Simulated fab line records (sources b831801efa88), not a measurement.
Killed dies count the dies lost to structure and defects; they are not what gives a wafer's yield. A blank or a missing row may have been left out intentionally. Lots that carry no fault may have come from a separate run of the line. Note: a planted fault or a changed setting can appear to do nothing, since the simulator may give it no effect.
fab line records	flow sky130
record: lots: 13	wafers: 39	last-day: 50
route steps=708 shown METAL1@437 VIA1@466 PAD_OPEN@708
lots with no fault: from the same line, run without faults
start-h: start of the lot's first displayed wafer, in hours after the record's first day	wait-h: hours elapsed since this lot's preceding step	" repeats the value in the row above	L1.1+2: several wafers, shown together as one row	- no value, or no start given	* or withheld: withheld	< > ~ a bound
route shown NAME@n: NAME is a module with steps in the file, n the number in the route of the first one	usual: average and standard deviation across the fault-free wafers	same: alike in all rows	chamber/n: place in a boat	sites: the reading at each site	_std_site: standard deviation across them	_edge_site: the outer-site mean with the inner-site mean subtracted	radius-mm: for every site, how far away it sits from the centre of the wafer	mask NAME#n: copy n	behind: the most recent tool/chamber to have shaped the wafer	hold: why the lot went on hold/how many hours it stayed there/how the hold came to an end	device: whichever transistor did not switch (one of n, p or np)	end of line: tests of these same wafers at the route's end	a step with no rows: only its recipe	killed: dies that structure and defects cost at the first sort, which is not the same as the wafer's yield	map: the dies of a wafer, with x for killed, . for not killed, _ for no die there
set.NAME: setting as actually run; set.NAME@STEP: the setting as run at that earlier step	model.NAME: the simulator's own value behind a step, which no gauge read
a sample of lots followed through the steps of the route, with each step as a table and each wafer as a row
services: from which hour (start-h, from the record's first day; less than 0 if before it) a tool's chamber was out of use, for how many hours, and why
== steps ==
step: SKY_METAL1_SPUTTER_03
recipe: material: Ti	target-thk-nm: 5	power-w: 3000	time-s: 3.3	chamber-pressure-pa: 0.4
usual: throttle-valve-pct: 30.1/1.2
lot.wafer	tool	chamber	start-h	wait-h	throttle-valve-pct
L380.1	pvd-sputter-01	-	754.40	0.0	30.0
L380.3	"	-	"	"	30.2
L380.5	"	-	"	"	30.5
L381.2	pvd-sputter-02	-	779.59	0.0	27.9
L381.4	"	-	"	"	31.9
L381.5	"	-	"	"	32.0
L382.1	pvd-sputter-01	-	779.92	0.0	30.2
L382.4	"	-	"	"	27.8
L382.6	"	-	"	"	28.0
L386.1	pvd-sputter-01	-	802.02	0.0	30.7
L386.3	"	-	"	"	30.2
L386.4	"	-	"	"	30.1
L391.2	pvd-sputter-01	-	828.77	0.0	30.5
L391.3	"	-	"	"	30.3
L391.5	"	-	"	"	30.2
L392.1	pvd-sputter-02	-	834.65	0.0	29.5
L392.2	"	-	"	"	31.8
L392.4	"	-	"	"	28.1
L393.3	pvd-sputter-03	-	846.34	0.0	31.6
L393.5	"	-	"	"	31.6
L393.6	"	-	"	"	30.5
L394.1	pvd-sputter-03	-	874.64	0.0	31.6
L394.2	"	-	"	"	30.6
L394.4	"	-	"	"	31.2
L395.1	pvd-sputter-03	-	876.03	0.0	30.2
L395.3	"	-	"	"	30.3
L395.6	"	-	"	"	31.8
L398.2	pvd-sputter-01	-	882.44	0.0	30.5
L398.4	"	-	"	"	30.4
L398.6	"	-	"	"	30.7
L400.2	pvd-sputter-03	-	900.59	0.0	30.3
L400.4	"	-	"	"	31.3
L400.5	"	-	"	"	31.3
L401.1	pvd-sputter-03	-	905.95	0.0	30.3
L401.5	"	-	"	"	30.4
L401.6	"	-	"	"	31.3
L402.2	pvd-sputter-02	-	907.86	0.0	29.3
L402.5	"	-	"	"	29.4
L402.6	"	-	"	"	28.2
step: SKY_VIA1_SOFTBAKE_08
recipe: temp-c: 100	time-s: 90	resist: KrF-thick
usual: run-length-s: 119.10/0.27
lot.wafer	tool	chamber	start-h	wait-h	run-length-s
L380.1	litho-track-04	0	796	-	119.19
L380.3	"	0	"	"	119.11
L380.5	"	0	"	"	119.26
L381.2	litho-track-04	0	820	-	123.62
L381.4	"	0	"	"	123.55
L381.5	"	0	"	"	123.54
L382.1	litho-track-04	0	821	-	123.61
L382.4	"	0	"	"	123.62
L382.6	"	0	"	"	123.63
L386.1	litho-track-03	0	843	-	119.36
L386.3	"	0	"	"	119.38
L386.4	"	0	"	"	119.39
L391.2	litho-track-01	0	868	-	118.76
L391.3	"	0	"	"	118.69
L391.5	"	0	"	"	118.76
L392.1	litho-track-01	0	874	-	118.80
L392.2	"	0	"	"	118.70
L392.4	"	0	"	"	118.88
L393.3	litho-track-03	0	886	-	119.47
L393.5	"	0	"	"	119.35
L393.6	"	0	"	"	119.70
L394.1	litho-track-04	0	914	-	119.06
L394.2	"	0	"	"	119.24
L394.4	"	0	"	"	119.08
L395.1	litho-track-01	0	915	-	118.71
L395.3	"	0	"	"	118.94
L395.6	"	0	"	"	118.66
L398.2	litho-track-01	0	922	-	118.99
L398.4	"	0	"	"	118.68
L398.6	"	0	"	"	118.72
L400.2	litho-track-04	0	939	-	119.19
L400.4	"	0	"	"	119.12
L400.5	"	0	"	"	119.33
L401.1	litho-track-03	0	943	-	119.32
L401.5	"	0	"	"	119.52
L401.6	"	0	"	"	119.37
L402.2	litho-track-04	0	945	-	119.10
L402.5	"	0	946	-	119.23
L402.6	"	0	"	"	119.10
step: SKY_VIA1_OVL_MEAS_13
usual: VIA1_OVL: -1/5.2
lot.wafer	tool	chamber	start-h	wait-h	VIA1_OVL[nm]
L380.1	overlay-01	-	810.40	0.1	-5
L380.3	"	-	"	"	-4
L380.5	"	-	"	"	-2
L381.2	overlay-01	-	833.84	0.1	3
L381.4	"	-	"	"	8
L381.5	"	-	"	"	0
L382.1	overlay-02	-	834.95	0.1	-4
L382.4	"	-	"	"	-7
L382.6	"	-	"	"	-10
L386.1	overlay-01	-	855.85	0.1	2
L386.3	"	-	"	"	2
L386.4	"	-	"	"	3
L391.2	overlay-02	-	881.35	0.1	-2
L391.3	"	-	"	"	3
L391.5	"	-	"	"	3
L392.1	overlay-01	-	887.80	0.1	-3
L392.2	"	-	"	"	-8
L392.4	"	-	"	"	-5
L393.3	overlay-02	-	898.77	0.1	-4
L393.5	"	-	"	"	-5
L393.6	"	-	"	"	-9
L394.1	overlay-01	-	925.14	0.1	10
L394.2	"	-	"	"	9
L394.4	"	-	"	"	5
L395.1	overlay-01	-	927.05	0.1	-3
L395.3	"	-	"	"	-5
L395.6	"	-	"	"	-7
L398.2	overlay-02	-	934.80	0.1	-4
L398.4	"	-	"	"	-3
L398.6	"	-	"	"	-6
L400.2	overlay-01	-	951.05	0.1	8
L400.4	"	-	"	"	7
L400.5	"	-	"	"	11
L401.1	overlay-02	-	956.04	0.1	7
L401.5	"	-	"	"	6
L401.6	"	-	"	"	2
L402.2	overlay-02	-	958.15	0.1	4
L402.5	"	-	"	"	-2
L402.6	"	-	"	"	-4
step: SKY_VIA1_STRIP_16
recipe: chemistry: O2/N2	power-w: 1400	pressure-mtorr: 1500	platen-temp-c: withheld	o2-flow-sccm: 3000	n2-flow-sccm: 300	overash-fraction: 0.5
usual: drypump-motor-current-A: 5.75/0.17	oes-product-au: 0.416/0.0046	strip-time-to-endpoint-s: 4.461/0.018
lot.wafer	tool	chamber	start-h	wait-h	drypump-motor-current-A	oes-product-au	rf-hours-counter-h	strip-time-to-endpoint-s
L380.1	plasma-asher-04	1	810.53	0.0	6.15	0.415	6	4.448
L380.3	"	0	"	"	5.82	0.413	-	4.466
L380.5	"	0	"	"	5.82	0.420	-	4.443
L381.2	plasma-asher-02	0	833.96	0.0	5.57	0.414	67	4.474
L381.4	"	0	"	"	5.60	0.410	-	4.466
L381.5	"	0	"	"	5.56	0.419	-	4.471
L382.1	plasma-asher-02	0	835.07	0.0	5.58	0.414	67	4.439
L382.4	"	1	"	"	5.84	0.416	-	4.492
L382.6	"	0	"	"	5.57	0.417	-	4.465
L386.1	plasma-asher-02	0	855.98	0.0	5.55	0.412	69	4.428
L386.3	"	0	"	"	5.57	0.413	-	4.449
L386.4	"	1	"	"	5.83	0.418	-	4.430
L391.2	plasma-asher-02	0	881.47	0.0	5.58	0.420	72	4.447
L391.3	"	0	"	"	5.54	0.408	-	4.487
L391.5	"	0	"	"	5.53	0.416	-	4.453
L392.1	plasma-asher-02	0	887.92	0.0	5.56	0.417	72	4.433
L392.2	"	1	"	"	5.84	0.418	72	4.455
L392.4	"	1	"	"	5.80	0.415	-	4.453
L393.3	plasma-asher-03	1	898.92	0.1	5.76	0.412	-	4.470
L393.5	"	0	"	"	5.62	0.420	-	4.484
L393.6	"	1	"	"	5.75	0.411	-	4.505
L394.1	plasma-asher-04	1	925.26	0.0	6.12	0.415	18	4.472
L394.2	"	0	"	"	5.79	0.421	18	4.447
L394.4	"	1	"	"	6.16	0.420	-	4.455
L395.1	plasma-asher-04	1	927.17	0.0	6.15	0.409	18	4.460
L395.3	"	0	"	"	5.84	0.409	-	4.493
L395.6	"	0	"	"	5.82	0.423	-	4.481
L398.2	plasma-asher-02	1	934.91	0.0	5.83	0.417	77	4.460
L398.4	"	1	"	"	5.82	0.417	-	4.453
L398.6	"	0	"	"	5.55	0.419	-	4.488
L400.2	plasma-asher-03	0	951.16	0.0	5.62	0.415	51	4.472
L400.4	"	1	"	"	5.75	0.420	-	4.447
L400.5	"	0	"	"	5.62	0.417	-	4.461
L401.1	plasma-asher-02	1	956.16	0.0	5.85	0.423	79	4.456
L401.5	"	0	"	"	5.57	0.412	-	4.454
L401.6	"	1	"	"	5.88	0.412	-	4.461
L402.2	plasma-asher-02	0	958.26	0.0	5.57	0.417	79	4.467
L402.5	"	0	"	"	5.58	0.420	-	4.482
L402.6	"	1	"	"	5.88	0.413	-	4.477
step: SKY_PAD_OPEN_PROBE_99
usual: defect-limited-yield: 82.3/1.9	killed_at_M0_to_M3: 44/7.3	killed_at_M4_up: 3.4/1.7	killed-at-contacts: 24/5.3	killed-at-front-end: 15/4.1	killed-at-other: 0.4/0.68	killed-dies: 87/9.5	killed-open: 48/7.1	killed-short: 39/5.8	sort_bin_3_pad_short: 0.8/0.39	sort_bin_5_function: 10.4/1.4	sort_bin_6_memory: 6.5/1.1	sort-n-pass: 405/9.5	sort-yield-pct: 82.3/1.9
same: gross-dies: 492	killed-at-back-side: 0	sort_bin_4_leakage[%]: 0	sort_bin_8_speed[%]: 0
lot.wafer	tool	chamber	start-h	wait-h	defect-limited-yield[%]	killed_at_M0_to_M3	killed_at_M4_up	killed-at-contacts	killed-at-front-end	killed-at-other	killed-dies	killed-open	killed-short	sort_bin_3_pad_short[%]	sort_bin_5_function[%]	sort_bin_6_memory[%]	sort-n-pass	sort-yield-pct[%]
L380.1	prober-01	-	1088.90	0.1	81.9	45	2	22	20	0	89	48	39	1.0	10.4	6.7	403	81.9
L380.3	prober-01	-	1089.00	0.2	81.7	49	3	25	13	0	90	47	42	0.8	10.4	7.1	402	81.7
L380.5	prober-01	-	1089.10	0.2	81.9	47	2	28	12	0	89	55	32	1.0	11.0	6.1	403	81.9
L381.2	prober-02	-	1105.06	0.1	84.6	37	2	24	13	0	76	40	36	0.8	8.9	5.7	416	84.6
L381.4	prober-02	-	1105.16	0.2	80.3	55	5	17	20	0	97	55	40	0.6	12.4	6.7	395	80.3
L381.5	prober-02	-	1105.21	0.2	84.3	46	4	11	16	0	77	38	38	1.4	9.6	4.7	415	84.3
L382.1	prober-01	-	1107.30	0.1	80.3	42	4	30	19	2	97	47	49	0.6	13.2	5.9	395	80.3
L382.4	prober-01	-	1107.45	0.2	80.7	51	3	23	17	1	95	52	43	0.6	12.0	6.7	397	80.7
L382.6	prober-01	-	1107.55	0.2	83.1	45	4	20	13	1	83	43	39	0.2	10.0	6.7	409	83.1
L386.1	prober-02	-	1125.34	0.1	82.9	45	0	20	18	1	84	50	34	1.0	10.2	5.9	408	82.9
L386.3	prober-02	-	1125.44	0.2	80.9	51	5	20	18	0	94	53	41	1.2	11.2	6.7	398	80.9
L386.4	prober-02	-	1125.49	0.2	83.9	45	4	22	8	0	79	51	28	0.8	9.8	5.5	413	83.9
L391.3	prober-01	-	1142.84	0.2	80.3	51	4	28	14	0	97	52	45	1.8	10.4	7.5	395	80.3
L391.5	prober-01	-	1142.94	0.2	80.9	50	2	26	15	1	94	53	39	0.4	9.8	8.9	398	80.9
L392.1	prober-01	-	1147.59	0.1	82.1	41	2	32	13	0	88	48	40	0.6	10.4	6.9	404	82.1
L392.2	prober-01	-	1147.64	0.1	83.1	35	6	30	12	0	83	37	46	1.0	10.2	5.7	409	83.1
L392.4	prober-01	-	1147.74	0.2	81.3	48	3	22	19	0	92	44	47	0.8	11.4	6.5	400	81.3
L393.3	prober-02	-	1155.10	0.2	76.4	58	5	36	17	0	116	66	50	1.2	14.2	8.1	376	76.4
L393.5	prober-02	-	1155.20	0.2	78.7	54	2	34	14	1	105	60	45	0.6	12.0	8.7	387	78.7
L393.6	prober-02	-	1155.25	0.2	81.7	34	3	33	20	0	90	51	39	0.2	9.8	8.3	402	81.7
L394.1	prober-01	-	1175.14	0.1	80.7	46	5	27	17	0	95	49	44	1.6	11.4	6.3	397	80.7
L394.2	prober-01	-	1175.19	0.1	82.9	40	4	27	13	0	84	48	35	0.4	10.2	6.5	408	82.9
L394.4	prober-01	-	1175.29	0.2	80.7	53	3	24	15	0	95	52	43	0.8	13.0	5.5	397	80.7
L395.1	prober-02	-	1177.34	0.1	85.0	38	1	23	12	0	74	40	34	1.0	7.5	6.5	418	85.0
L395.3	prober-02	-	1177.44	0.2	85.2	37	3	15	18	0	73	38	34	0.6	8.9	5.3	419	85.2
L395.6	prober-02	-	1177.59	0.2	79.9	43	3	29	24	0	99	59	39	1.6	10.4	8.1	393	79.9
L398.2	prober-01	-	1182.70	0.1	81.7	49	5	21	15	0	90	50	39	0.8	11.2	6.3	402	81.7
L398.4	prober-01	-	1182.80	0.2	82.5	42	6	25	13	0	86	43	43	0.4	11.4	5.7	406	82.5
L398.6	prober-01	-	1182.90	0.2	83.1	41	1	27	13	1	83	50	32	1.2	8.9	6.7	409	83.1
L400.2	prober-01	-	1193.25	0.1	81.1	55	4	23	11	0	93	45	48	0.6	12.0	6.3	399	81.1
L400.4	prober-01	-	1193.35	0.2	80.5	53	1	20	22	0	96	57	39	0.4	12.0	7.1	396	80.5
L400.5	prober-01	-	1193.40	0.2	83.1	45	2	23	12	1	83	43	40	1.2	10.2	5.5	409	83.1
L401.1	prober-02	-	1197.30	0.1	85.2	40	3	21	7	2	73	39	34	0.2	8.5	6.1	419	85.2
L401.5	prober-02	-	1197.50	0.2	83.9	39	3	29	7	1	79	35	44	0.8	9.3	5.9	413	83.9
L401.6	prober-02	-	1197.55	0.2	79.7	50	1	36	13	0	100	51	49	1.0	12.0	7.3	392	79.7
L402.2	prober-01	-	1198.70	0.1	85.6	37	5	21	8	0	71	40	31	0.8	8.1	5.5	421	85.6
L402.5	prober-01	-	1198.85	0.2	81.9	52	1	21	15	0	89	64	25	0	12.0	6.1	403	81.9
L402.6	prober-01	-	1198.90	0.2	81.7	52	3	22	13	0	90	54	36	0.6	10.4	7.3	402	81.7
killed by level:class
L380.1 VIA1:geometric-particle:open=12 VIA3:geometric-particle:open=9 CONTACT:geometric-particle:open=8 VIA2:geometric-particle:open=8 FIELD_ISO:geometric-particle:short=7 METAL1:geometric-particle:short=7 POLY_GATE:geometric-particle:short=5 LI_CONTACT:geometric-particle:open=5
L380.3 VIA1:geometric-particle:open=10 VIA3:geometric-particle:open=9 CONTACT:geometric-particle:open=8 VIA2:geometric-particle:open=6 LI_CONTACT:geometric-particle:open=5 LOCAL_INTERCONNECT:geometric-particle:short=5 CONTACT:geometric-particle:short=5 METAL2:geometric-particle:short=5
L380.5 CONTACT:geometric-particle:open=15 VIA2:geometric-particle:open=10 VIA3:geometric-particle:open=9 VIA1:geometric-particle:open=8 LI_CONTACT:geometric-particle:open=5 METAL3:geometric-particle:short=5 CONTACT:geometric-particle:short=4 METAL2:geometric-particle:short=4
L381.2 CONTACT:geometric-particle:open=13 VIA1:geometric-particle:open=10 VIA2:geometric-particle:open=6 POLY_GATE:geometric-particle:short=5 LOCAL_INTERCONNECT:geometric-particle:short=5 VIA3:geometric-particle:open=5 CONTACT:geometric-particle:short=4 VIA1:geometric-particle:short=4
L381.4 VIA1:geometric-particle:open=19 VIA3:geometric-particle:open=9 FIELD_ISO:geometric-particle:short=7 CONTACT:geometric-particle:open=7 METAL2:geometric-particle:short=6 VIA2:geometric-particle:open=6 CONTACT:geometric-particle:short=5 LI_CONTACT:geometric-particle:open=4
L381.5 VIA1:geometric-particle:open=11 METAL3:geometric-particle:short=9 VIA1:geometric-particle:short=6 LI_CONTACT:geometric-particle:open=5 VIA2:geometric-particle:open=5 POLY_GATE:geometric-particle:open=4 POLY_GATE:geometric-particle:short=4 METAL2:geometric-particle:short=4
L382.1 CONTACT:geometric-particle:open=9 VIA1:geometric-particle:open=9 LI_CONTACT:geometric-particle:open=7 VIA2:geometric-particle:open=7 FIELD_ISO:geometric-particle:short=6 POLY_GATE:geometric-particle:open=6 METAL1:geometric-particle:short=6 LOCAL_INTERCONNECT:geometric-particle:short=6
L382.4 VIA1:geometric-particle:open=10 VIA2:geometric-particle:open=10 CONTACT:geometric-particle:open=9 FIELD_ISO:geometric-particle:short=6 VIA2:geometric-particle:short=6 METAL1:geometric-particle:short=6 VIA3:geometric-particle:open=6 FIELD_ISO:geometric-particle:open=4
L382.6 VIA1:geometric-particle:open=9 CONTACT:geometric-particle:open=8 METAL1:geometric-particle:short=7 METAL2:geometric-particle:short=6 LI_CONTACT:geometric-particle:open=5 LOCAL_INTERCONNECT:geometric-particle:short=5 METAL1:geometric-particle:open=5 VIA3:geometric-particle:open=5
L386.1 LI_CONTACT:geometric-particle:open=10 VIA3:geometric-particle:open=10 VIA2:geometric-particle:open=8 VIA1:geometric-particle:open=6 METAL3:geometric-particle:short=5 FIELD_ISO:geometric-particle:open=4 POLY_GATE:geometric-particle:open=4 CONTACT:geometric-particle:open=4
L386.3 VIA1:geometric-particle:open=11 LI_CONTACT:geometric-particle:open=7 CONTACT:geometric-particle:open=6 METAL1:geometric-particle:short=6 VIA3:geometric-particle:short=6 VIA3:geometric-particle:open=6 POLY_GATE:geometric-particle:open=5 POLY_GATE:geometric-particle:short=5
L386.4 VIA1:geometric-particle:open=13 CONTACT:geometric-particle:open=10 VIA3:geometric-particle:open=7 LI_CONTACT:geometric-particle:open=6 VIA2:geometric-particle:open=4 VIA3:geometric-particle:short=4 METAL1:geometric-particle:open=3 VIA1:geometric-particle:short=3
L391.3 VIA1:geometric-particle:open=10 CONTACT:geometric-particle:open=9 VIA1:geometric-particle:short=9 VIA2:geometric-particle:open=7 LI_CONTACT:geometric-particle:open=7 FIELD_ISO:geometric-particle:short=6 METAL2:geometric-particle:short=6 LI_CONTACT:geometric-particle:short=5
L391.5 CONTACT:geometric-particle:open=10 METAL1:geometric-particle:short=10 VIA1:geometric-particle:open=10 LI_CONTACT:geometric-particle:open=8 VIA2:geometric-particle:open=7 VIA3:geometric-particle:open=6 METAL2:geometric-particle:short=5 FIELD_ISO:geometric-particle:short=4
L392.1 LI_CONTACT:geometric-particle:open=11 VIA3:geometric-particle:open=8 LI_CONTACT:geometric-particle:short=7 CONTACT:geometric-particle:open=7 METAL1:geometric-particle:short=7 VIA1:geometric-particle:open=5 VIA3:geometric-particle:short=5 FIELD_ISO:geometric-particle:short=4
L392.2 LI_CONTACT:geometric-particle:open=9 METAL1:geometric-particle:short=7 LI_CONTACT:geometric-particle:short=6 CONTACT:geometric-particle:open=6 VIA1:geometric-particle:open=6 METAL4:geometric-particle:short=6 VIA1:geometric-particle:short=5 FIELD_ISO:geometric-particle:short=4
L392.4 VIA2:geometric-particle:open=13 METAL1:geometric-particle:short=9 VIA1:geometric-particle:open=9 FIELD_ISO:geometric-particle:short=7 CONTACT:geometric-particle:short=7 CONTACT:geometric-particle:open=6 LI_CONTACT:geometric-particle:open=5 VIA3:geometric-particle:open=5
L393.3 VIA2:geometric-particle:open=15 CONTACT:geometric-particle:open=13 VIA1:geometric-particle:open=11 LOCAL_INTERCONNECT:geometric-particle:short=7 CONTACT:geometric-particle:short=7 METAL1:geometric-particle:short=7 METAL2:geometric-particle:short=6 POLY_GATE:geometric-particle:open=5
L393.5 CONTACT:geometric-particle:open=17 VIA2:geometric-particle:open=14 VIA1:geometric-particle:open=8 METAL2:geometric-particle:short=8 LI_CONTACT:geometric-particle:open=7 POLY_GATE:geometric-particle:short=6 VIA1:geometric-particle:short=6 METAL1:geometric-particle:short=5
L393.6 CONTACT:geometric-particle:open=12 VIA1:geometric-particle:open=9 LI_CONTACT:geometric-particle:open=7 CONTACT:geometric-particle:short=7 METAL1:geometric-particle:short=6 POLY_GATE:geometric-particle:short=5 VIA2:geometric-particle:open=5 FIELD_ISO:geometric-particle:open=4
L394.1 CONTACT:geometric-particle:open=10 LI_CONTACT:geometric-particle:open=9 VIA1:geometric-particle:open=9 METAL1:geometric-particle:short=8 VIA3:geometric-particle:open=7 VIA2:geometric-particle:open=6 LOCAL_INTERCONNECT:geometric-particle:short=5 POLY_GATE:geometric-particle:short=4
L394.2 CONTACT:geometric-particle:open=9 VIA1:geometric-particle:open=9 LI_CONTACT:geometric-particle:open=7 METAL1:geometric-particle:open=5 METAL1:geometric-particle:short=5 LI_CONTACT:geometric-particle:short=4 VIA3:geometric-particle:open=4 FIELD_ISO:geometric-particle:open=3
L394.4 VIA1:geometric-particle:open=13 VIA2:geometric-particle:open=11 POLY_GATE:geometric-particle:open=6 CONTACT:geometric-particle:open=6 LI_CONTACT:geometric-particle:open=6 VIA1:geometric-particle:short=6 LI_CONTACT:geometric-particle:short=5 METAL1:geometric-particle:short=5
L395.1 VIA1:geometric-particle:open=8 METAL1:geometric-particle:short=7 CONTACT:geometric-particle:open=7 FIELD_ISO:geometric-particle:short=6 LI_CONTACT:geometric-particle:open=6 VIA2:geometric-particle:open=6 FIELD_ISO:geometric-particle:open=3 POLY_GATE:geometric-particle:open=3
L395.3 VIA1:geometric-particle:open=7 VIA3:geometric-particle:open=7 LI_CONTACT:geometric-particle:open=6 VIA2:geometric-particle:short=6 FIELD_ISO:geometric-particle:short=5 CONTACT:geometric-particle:open=5 FIELD_ISO:geometric-particle:open=4 METAL1:geometric-particle:short=4
L395.6 LI_CONTACT:geometric-particle:open=12 VIA1:geometric-particle:open=11 VIA2:geometric-particle:open=10 POLY_GATE:geometric-particle:open=8 CONTACT:geometric-particle:short=7 FIELD_ISO:geometric-particle:open=5 METAL2:geometric-particle:open=5 METAL3:geometric-particle:short=5
L398.2 VIA1:geometric-particle:open=12 VIA3:geometric-particle:open=8 CONTACT:geometric-particle:open=7 METAL1:geometric-particle:short=7 LOCAL_INTERCONNECT:geometric-particle:short=6 FIELD_ISO:geometric-particle:open=5 VIA2:geometric-particle:open=5 LI_CONTACT:geometric-particle:open=5
L398.4 VIA1:geometric-particle:open=13 VIA1:geometric-particle:short=9 CONTACT:geometric-particle:open=7 FIELD_ISO:geometric-particle:open=6 LI_CONTACT:geometric-particle:open=6 METAL2:geometric-particle:short=5 CONTACT:geometric-particle:short=5 METAL4:geometric-particle:short=5
L398.6 VIA1:geometric-particle:open=14 CONTACT:geometric-particle:open=10 METAL2:geometric-particle:short=7 LI_CONTACT:geometric-particle:open=7 CONTACT:geometric-particle:short=5 VIA3:geometric-particle:open=5 FIELD_ISO:geometric-particle:open=4 LI_CONTACT:geometric-particle:short=4
L400.2 VIA1:geometric-particle:open=12 CONTACT:geometric-particle:open=9 VIA2:geometric-particle:open=7 VIA3:geometric-particle:open=7 FIELD_ISO:geometric-particle:short=6 METAL2:geometric-particle:short=6 VIA3:geometric-particle:short=5 METAL1:geometric-particle:short=5
L400.4 VIA1:geometric-particle:open=11 METAL1:geometric-particle:short=10 CONTACT:geometric-particle:open=9 VIA2:geometric-particle:open=9 VIA3:geometric-particle:open=6 FIELD_ISO:geometric-particle:open=5 LI_CONTACT:geometric-particle:open=5 FIELD_ISO:geometric-particle:short=4
L400.5 CONTACT:geometric-particle:open=12 VIA2:geometric-particle:open=7 VIA2:geometric-particle:short=6 VIA1:geometric-particle:open=6 METAL3:geometric-particle:short=6 VIA3:geometric-particle:open=6 VIA1:geometric-particle:short=4 CONTACT:geometric-particle:short=4
L401.1 VIA1:geometric-particle:open=10 CONTACT:geometric-particle:open=9 VIA1:geometric-particle:short=6 METAL1:geometric-particle:short=5 VIA3:geometric-particle:open=5 LI_CONTACT:geometric-particle:open=4 VIA2:geometric-particle:open=4 LOCAL_INTERCONNECT:geometric-particle:short=3
L401.5 LI_CONTACT:geometric-particle:open=7 CONTACT:geometric-particle:short=6 CONTACT:geometric-particle:open=6 METAL1:geometric-particle:short=6 METAL3:geometric-particle:short=6 VIA1:geometric-particle:open=6 VIA2:geometric-particle:open=5 LI_CONTACT:geometric-particle:short=4
L401.6 CONTACT:geometric-particle:open=16 LI_CONTACT:geometric-particle:open=9 METAL2:geometric-particle:short=8 VIA1:geometric-particle:open=8 VIA3:geometric-particle:open=7 VIA1:geometric-particle:short=7 CONTACT:geometric-particle:short=6 METAL1:geometric-particle:short=6
L402.2 CONTACT:geometric-particle:short=7 VIA1:geometric-particle:open=7 LI_CONTACT:geometric-particle:open=6 METAL2:geometric-particle:short=6 VIA3:geometric-particle:open=6 CONTACT:geometric-particle:open=5 VIA2:geometric-particle:open=5 VIA2:geometric-particle:short=4
L402.5 VIA1:geometric-particle:open=16 LI_CONTACT:geometric-particle:open=11 VIA3:geometric-particle:open=11 CONTACT:geometric-particle:open=7 VIA2:geometric-particle:open=5 METAL2:geometric-particle:open=4 FIELD_ISO:geometric-particle:short=3 VIA3:geometric-particle:short=3
L402.6 VIA1:geometric-particle:open=11 CONTACT:geometric-particle:open=8 VIA3:geometric-particle:open=8 VIA2:geometric-particle:open=8 VIA1:geometric-particle:short=7 LI_CONTACT:geometric-particle:open=6 METAL2:geometric-particle:short=5 CONTACT:geometric-particle:short=4
== services ==
tool	chamber	start-h	hours	kind
plasma-asher-04	-	733.75	9.0	pm
plasma-asher-04	0	733.75	9.0	vent-cycle
plasma-asher-04	1	733.75	9.0	vent-cycle
plasma-asher-04	0	742.75	-	clean
plasma-asher-04	1	742.75	-	clean
plasma-asher-04	-	755.77	4.2	repair
pvd-sputter-03	-	820.28	5.5	repair
plasma-asher-02	-	846.21	5.5	repair
plasma-asher-04	-	847.00	1.6	repair
litho-track-01	-	847.63	-	consumable-replace:filter
litho-track-03	-	934.60	-	consumable-replace:filter
== key ==
first-sign: step: SKY_VIA1_SOFTBAKE_08	reading: run-length-s	direction: up	sigmas: 17	usual: *	struck: *
effect none on later readings
met-at SKY_VIA1_SOFTBAKE_08
struck-lots L381,L382
not-acting-at SKY_METAL1_SPUTTER_03,SKY_VIA1_OVL_MEAS_13,SKY_VIA1_STRIP_16
onset-between 796 820
fault: kind: process-parameter-drift	tool: litho-track-04	chamber: -	onset-h: 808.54	steps: SKY_VIA1_SOFTBAKE_08	channel: time-s	offset: *	shape: step	end-h: 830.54	acts-in: *	stated: *
